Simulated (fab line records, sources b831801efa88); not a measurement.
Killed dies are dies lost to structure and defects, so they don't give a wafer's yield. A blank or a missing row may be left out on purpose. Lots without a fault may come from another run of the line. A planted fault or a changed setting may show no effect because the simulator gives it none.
Chamber matching | flow sky130 | SKY_CONTACT_ETCH_17 on rie_diel-03: 4 sister chambers
The step etches SiO2 in C4F8/O2/Ar, stops on Si3N4, target depth 340 nm. 8 wafers are shown with their chamber, then 12 later ones without.

WAFERS WITH THEIR CHAMBER
wafer  | chamber | chamber_pressure_mTorr (mTorr) | oes_product_au (a.u.)
L077.2 | 0       | 40.05                          | 0.891
L078.3 | 3       | 40.02                          | 0.898
L078.5 | 3       | 40.00                          | 0.896
L082.1 | 2       | 40.06                          | 0.899
L082.6 | 1       | 40.01                          | 0.890
L083.1 | 0       | 40.00                          | 0.888
L083.5 | 2       | 39.99                          | 0.886
L083.6 | 1       | 39.99                          | 0.886

WAFERS WITHOUT THEIR CHAMBER
wafer  | chamber_pressure_mTorr (mTorr) | oes_product_au (a.u.)
L084.2 | 39.98                          | 0.895
L084.3 | 40.01                          | 0.895
L084.6 | 40.02                          | 0.897
L085.1 | 39.96                          | 0.886
L085.3 | 39.94                          | 0.887
L085.4 | 40.05                          | 0.894
L091.1 | 39.93                          | 0.899
L091.2 | 40.02                          | 0.892
L091.5 | 40.09                          | 0.888
L093.2 | 40.02                          | 0.894
L093.5 | 39.96                          | 0.888
L093.6 | 39.98                          | 0.882

WHICH CHAMBER EACH WENT THROUGH
wafer  | from the rows above               | in truth
L084.2 | can't be placed: 3 or 2 or 1 or 0 | 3
L084.3 | can't be placed: 3 or 2 or 0 or 1 | 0
L084.6 | can't be placed: 3 or 2 or 0 or 1 | 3
L085.1 | can't be placed: 1 or 0 or 2 or 3 | 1
L085.3 | can't be placed: 1 or 0 or 2 or 3 | 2
L085.4 | can't be placed: 2 or 0 or 3 or 1 | 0
L091.1 | can't be placed: 3 or 1 or 2 or 0 | 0
L091.2 | can't be placed: 2 or 0 or 1 or 3 | 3
L091.5 | can't be placed: 0 or 2 or 1 or 3 | 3
L093.2 | can't be placed: 2 or 3 or 0 or 1 | 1
L093.5 | can't be placed: 1 or 0 or 2 or 3 | 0
L093.6 | can't be placed: 1 or 0 or 2 or 3 | 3
Placed correctly: 0 of 12. Can't be placed from these rows: 12 (the true chamber is among the candidates in 12). Placed wrongly: 0.
How it was worked out, from the rows above alone: a wafer's distance from a chamber is the root of the sum, over the readings, of the square of ((its reading less the chamber's mean) divided by the reading's scatter). The wafer belongs to the nearest chamber; if the next one is less than 2 further off, it can't be placed. A chamber's mean is the mean of its shown wafers. The scatter: the root of (the sum of the squares of (reading less its chamber's mean) over the shown wafers, divided by (wafers less chambers)).
